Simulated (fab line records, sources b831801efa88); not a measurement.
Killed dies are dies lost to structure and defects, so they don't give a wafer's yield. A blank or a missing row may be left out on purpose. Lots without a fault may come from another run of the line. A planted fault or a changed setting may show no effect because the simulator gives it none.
A struck lot beside a sound one | flow sky130 | 37 steps out of a route of 708
Sound: wafers L637.1, L637.3, L637.5. Struck: wafer L635.3. (L635.1, L635.4 of the same lot were not struck and are left out.) The cause comes at the end.
At each step with rows: each side's tool, then ch and its chambers, then its first start. Under that, the readings that differ: sound wafers | struck wafers | difference of the means | sigmas: that difference in standard deviations of wafers without a fault.
alike: readings whose means differ by less than 2 such deviations, and words and numbers that are the same on both sides. not compared: withheld readings, readings that some wafer has no value for, bounds like >300 that may hide the same value, and numbers for which the record gives no deviation and whose values overlap.
The two part at a step that has a row with sigmas, a row that says differs or no value, or rows on one side only. Numbers that don't overlap but have no deviation are shown without sigmas and don't part them. A reading that every wafer of one side lacks parts them only if that side has two wafers or more.

first, 10 steps without rows for these wafers: SKY_VIA2_CLEAN_18 (cleans in IPA, time 180 s); SKY_VIA2_CLEAN_19 (cleans in O3/DIW); SKY_VIA2_SPUTTER_20 (material TiN, target thk 20 nm, time 80 s); SKY_VIA2_CVD_21 (deposits W, target thk 420 nm, time 126.4 s); SKY_VIA2_CMP_24 (polishes, stops on SiO2, t overpolish 20 s, target thk 0 nm); SKY_METAL3_SPUTTER_00 (material Ti, target thk 15 nm, time 10 s); SKY_METAL3_SPUTTER_01 (material TiN, target thk 20 nm, time 16.7 s); SKY_METAL3_SPUTTER_02 (material AlCu, target thk 735 nm, time 39.1 s); SKY_METAL3_SPUTTER_03 (material Ti, target thk 5 nm, time 3.3 s); SKY_METAL3_SPUTTER_04 (material TiN, target thk 70 nm, time 58.3 s).
SKY_CAPM_CVD_00: deposits SiO2, target thk 15.5 nm.
  sound on pecvd-01 ch 0,1,2, day 42 10:40; struck on pecvd-02 ch 2, day 41 18:53
  reading                               | sound            | struck | difference | sigmas
  model.SiO2_of_CAPM_CVD_00.thk_nm (nm) | 15.57 15.71 15.9 | 18.08  | +2.35      |
  alike: heater_power_w, susceptor_temp_C
SKY_CAPM_THK_MEAS_01:
  sound on film_metro-03, day 42 10:41; struck on film_metro-02, day 41 18:54
  reading              | sound             | struck | difference | sigmas
  CAPM_CVD_00_THK (nm) | 15.59 15.74 15.85 | 18.03  | +2.30      | +11
then, 8 steps without rows for these wafers: SKY_CAPM_SPUTTER_02 (material TiN, target thk 200 nm, time 166.7 s); SKY_CAPM_DEHYDRATE_05 (time 60 s); SKY_CAPM_HMDS_06 (prime time 60 s); SKY_CAPM_COAT_07 (resist thk 1140 nm); SKY_CAPM_SOFTBAKE_08 (time 60 s); SKY_CAPM_EXPOSE_09 (exposes mask CAPM, target cd 1000 nm); SKY_CAPM_PEB_10; SKY_CAPM_DEVELOP_11 (develop time 60 s).
SKY_CAPM_METAL_ETCH_13: etches TiN in Cl2/BCl3, stops on SiO2, target depth 220 nm, time 65.24 s.
  sound on rie_metal-03 ch 0,1, day 43 10:15; struck on rie_metal-02 ch 0, day 42 19:27
  reading                               | sound             | struck | difference | sigmas
  model.SiO2_of_CAPM_CVD_00.thk_nm (nm) | 14.74 14.87 15.07 | 17.25  | +2.36      |
  alike: drypump_motor_current_A, oes_product_au, throttle_valve_pct
  not compared: bias_w, rf_hours_counter_h
then, 14 steps without rows for these wafers: SKY_CAPM_STRIP_14 (strips in O2/N2); SKY_CAPM_STRIP_15 (strips in post etch residue remover, time 1200 s); SKY_CAPM_CLEAN_16 (cleans in IPA, time 180 s); SKY_CAPM_CLEAN_17 (cleans in O3/DIW); SKY_METAL3_DEHYDRATE_05 (time 60 s); SKY_METAL3_HMDS_06 (prime time 60 s); SKY_METAL3_COAT_07 (resist thk 60 nm); SKY_METAL3_COAT_08 (resist thk 1140 nm); SKY_METAL3_SOFTBAKE_09 (time 90 s); SKY_METAL3_EXPOSE_10 (exposes mask MM3, target cd 300 nm); SKY_METAL3_PEB_11; SKY_METAL3_DEVELOP_12 (develop time 60 s); SKY_METAL3_DESCUM_15 (chemistry O2, time 8 s); SKY_METAL3_ETCH_16 (etches BARC in N2/H2, stops on SiO2, time 88.2 s, target depth 60 nm).
SKY_METAL3_ETCH_17: etches SiO2 in C4F8/O2/Ar, stops on TiN, time 3.9 s, target depth 15 nm.
  sound on rie_diel-03 ch 0,3, day 44 09:24; struck on rie_diel-03 ch 1, day 43 19:26
  reading               | sound             | struck | difference | sigmas
  oes_product_au (a.u.) | 0.735 0.733 0.747 | 0.800  | +0.062     | +8
  alike: bias_w
  not compared: rf_hours_counter_h
-- the record jumps here: 6 days lie between the struck wafers' starts before and after (it left off in module METAL3 and takes up again in module PAD_OPEN, whose first step shown is number 708 of the route) --
SKY_PAD_OPEN_PROBE_99:
  sound on prober-01, day 50 13:48; struck on prober-01, day 50 04:00
  reading                              | sound                | struck | difference | sigmas
  defect_limited_yield (%)             | 79.7 80.3 84.1       | 85.6   | +4.2       | +2
  killed_dies                          | 100 97 78            | 71     | -21        | -2
  sort_n_pass                          | 392 395 414          | 421    | +21        | +2
  sort_yield_pct (%)                   | 79.7 80.3 84.1       | 85.6   | +4.2       | +2
  model.etest.cap_mim.bv_v (V)         | 13.6 14.03 14.07     | 15.91  | +2.01      |
  model.etest.cap_mim.leak_log10_a_cm2 | -8.864 -8.939 -9.175 | -9.505 | -0.512     |
  model.etest.cap_mim.c_ff_um2         | 2.335 2.314 2.291    | 2.009  | -0.304     |
  alike: killed_at_M0_to_M3, killed_at_M4_up, killed_at_contacts, killed_at_front_end, killed_at_other, killed_open, killed_short, sort_bin_3_pad_short, sort_bin_5_function, sort_bin_6_memory

WHERE THEY PART
First at SKY_CAPM_THK_MEAS_01; last, within this record, at SKY_PAD_OPEN_PROBE_99.

WHY: what the simulator had put in
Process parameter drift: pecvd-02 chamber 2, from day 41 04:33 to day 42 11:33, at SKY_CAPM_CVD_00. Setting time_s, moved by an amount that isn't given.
